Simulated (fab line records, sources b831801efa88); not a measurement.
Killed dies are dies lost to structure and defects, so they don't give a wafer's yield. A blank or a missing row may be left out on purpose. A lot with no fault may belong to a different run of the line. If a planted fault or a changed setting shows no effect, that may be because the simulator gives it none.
Which of the tools did it? :: flow sky130 :: 12 lots with 36 wafers sampled at 2 steps, on a route of 708 steps

## WHAT EACH GAUGE READ, for each wafer
SKY_VT_ADJUST_HVTR_TW_MEAS_11.
lot: L672
measured: day 9 22:36
on: filmMetro-04
VT_ADJUST_HVTR_TW: 213.5 212.7 212.9

lot: L674
measured: day 10 10:13
on: filmMetro-02
VT_ADJUST_HVTR_TW: 208.9 208.2 208.4

lot: L675
measured: day 10 23:53
on: filmMetro-03
VT_ADJUST_HVTR_TW: 209.8 209.7 209.6

lot: L676
measured: day 11 06:59
on: filmMetro-03
VT_ADJUST_HVTR_TW: 209.8 211.2 210.1

lot: L677
measured: day 11 15:05
on: filmMetro-02
VT_ADJUST_HVTR_TW: 206.1 206.6 206.4

lot: L682
measured: day 13 05:02
on: filmMetro-02
VT_ADJUST_HVTR_TW: 185.4 185.7 185.7

lot: L683
measured: day 13 11:57
on: filmMetro-03
VT_ADJUST_HVTR_TW: 191.4 190.2 189.8

lot: L684
measured: day 13 18:23
on: filmMetro-04
VT_ADJUST_HVTR_TW: 192.1 191.6 191.9

lot: L688
measured: day 14 22:33
on: filmMetro-04
VT_ADJUST_HVTR_TW: 212.7 212.8 212.3

lot: L690
measured: day 15 15:02
on: filmMetro-02
VT_ADJUST_HVTR_TW: 206.8 206.0 207.4

lot: L692
measured: day 16 06:07
on: filmMetro-03
VT_ADJUST_HVTR_TW: 209.7 209.5 210.6

lot: L693
measured: day 16 13:57
on: filmMetro-03
VT_ADJUST_HVTR_TW: 210.6 209.9 210.9

## WHICH TOOL RAN EACH LOT (tool, then ch and the chambers of the sampled wafers, then the start)
lot: L672
SKY_VT_ADJUST_HVTR_IMPLANT_09: implanter-02 ch 0, day 9 22:22

lot: L674
SKY_VT_ADJUST_HVTR_IMPLANT_09: implanter-02 ch 0, day 10 09:58

lot: L675
SKY_VT_ADJUST_HVTR_IMPLANT_09: implanter-02 ch 0, day 10 23:38

lot: L676
SKY_VT_ADJUST_HVTR_IMPLANT_09: implanter-02 ch 0, day 11 06:45

lot: L677
SKY_VT_ADJUST_HVTR_IMPLANT_09: implanter-01 ch 0, day 11 14:50

lot: L682
SKY_VT_ADJUST_HVTR_IMPLANT_09: implanter-01 ch 0, day 13 04:47

lot: L683
SKY_VT_ADJUST_HVTR_IMPLANT_09: implanter-01 ch 0, day 13 11:44

lot: L684
SKY_VT_ADJUST_HVTR_IMPLANT_09: implanter-01 ch 0, day 13 18:09

lot: L688
SKY_VT_ADJUST_HVTR_IMPLANT_09: implanter-02 ch 0, day 14 22:20

lot: L690
SKY_VT_ADJUST_HVTR_IMPLANT_09: implanter-02 ch 0, day 15 14:47

lot: L692
SKY_VT_ADJUST_HVTR_IMPLANT_09: implanter-01 ch 0, day 16 05:54

lot: L693
SKY_VT_ADJUST_HVTR_IMPLANT_09: implanter-02 ch 0, day 16 13:42
- SKY_VT_ADJUST_HVTR_IMPLANT_09

## AS READ BY THE TOOLS THEMSELVES (means over the sampled wafers that have a number; for cases with no such wafer, the mark the record gives instead)
SKY_VT_ADJUST_HVTR_IMPLANT_09.
lot: L672
tool: implanter-02
doseIonsCm2: 2.1023e+12
faradayCurrentUA: 11.91

lot: L674
tool: implanter-02
doseIonsCm2: 2.1038e+12
faradayCurrentUA: 11.78

lot: L675
tool: implanter-02
doseIonsCm2: 2.1014e+12
faradayCurrentUA: 11.88

lot: L676
tool: implanter-02
doseIonsCm2: 2.1024e+12
faradayCurrentUA: 11.74

lot: L677
tool: implanter-01
doseIonsCm2: 2.0984e+12
faradayCurrentUA: 11.88

lot: L682
tool: implanter-01
doseIonsCm2: 1.4746e+12
faradayCurrentUA: 8.26

lot: L683
tool: implanter-01
doseIonsCm2: 1.4803e+12
faradayCurrentUA: 8.20

lot: L684
tool: implanter-01
doseIonsCm2: 1.4778e+12
faradayCurrentUA: 8.48

lot: L688
tool: implanter-02
doseIonsCm2: 2.0981e+12
faradayCurrentUA: 11.89

lot: L690
tool: implanter-02
doseIonsCm2: 2.1010e+12
faradayCurrentUA: 11.83

lot: L692
tool: implanter-01
doseIonsCm2: 2.1021e+12
faradayCurrentUA: 11.71

lot: L693
tool: implanter-02
doseIonsCm2: 2.0985e+12
faradayCurrentUA: 11.67

## THE ANSWER, worked out from the rows above alone
Rule: the usual values come from the lots themselves. The widest of any qualifying gaps counts: lots, ordered by their means at a reading, are off when they make up no more than a third of the lots, leave a main group of 4 or more, and stand apart from it by 3 or more times the standard deviation of that group's means. Not used: any main group whose means are identical at the precision the tables above print for the reading. Also off: a lot with no number at a reading for which 4 or more lots have one. Any other lot the step has rows for is counted as sound. First the gauges in route order, then the tools' own readings, where a lot's mean is used as printed above. The first step at which some lot is off is used, and at that step the reading that is off furthest; a lot without a number counts as furthest.
Off: L682, L683, L684, seen at SKY_VT_ADJUST_HVTR_TW_MEAS_11 (VT_ADJUST_HVTR_TW). For the main group the mean is 209.7 and the standard deviation 2.2.
If a tool, at a process step before that reading, ran all the lots that are off and no sound lot after the first of them, it fits. Not tried: the gauges at SKY_VT_ADJUST_HVTR_TW_MEAS_11; whatever is off there is also off at SKY_VT_ADJUST_HVTR_IMPLANT_09, on other tools, and gauge error can't account for it. None of those tried fits.

## WHAT HAD BEEN PUT IN BY THE SIMULATOR
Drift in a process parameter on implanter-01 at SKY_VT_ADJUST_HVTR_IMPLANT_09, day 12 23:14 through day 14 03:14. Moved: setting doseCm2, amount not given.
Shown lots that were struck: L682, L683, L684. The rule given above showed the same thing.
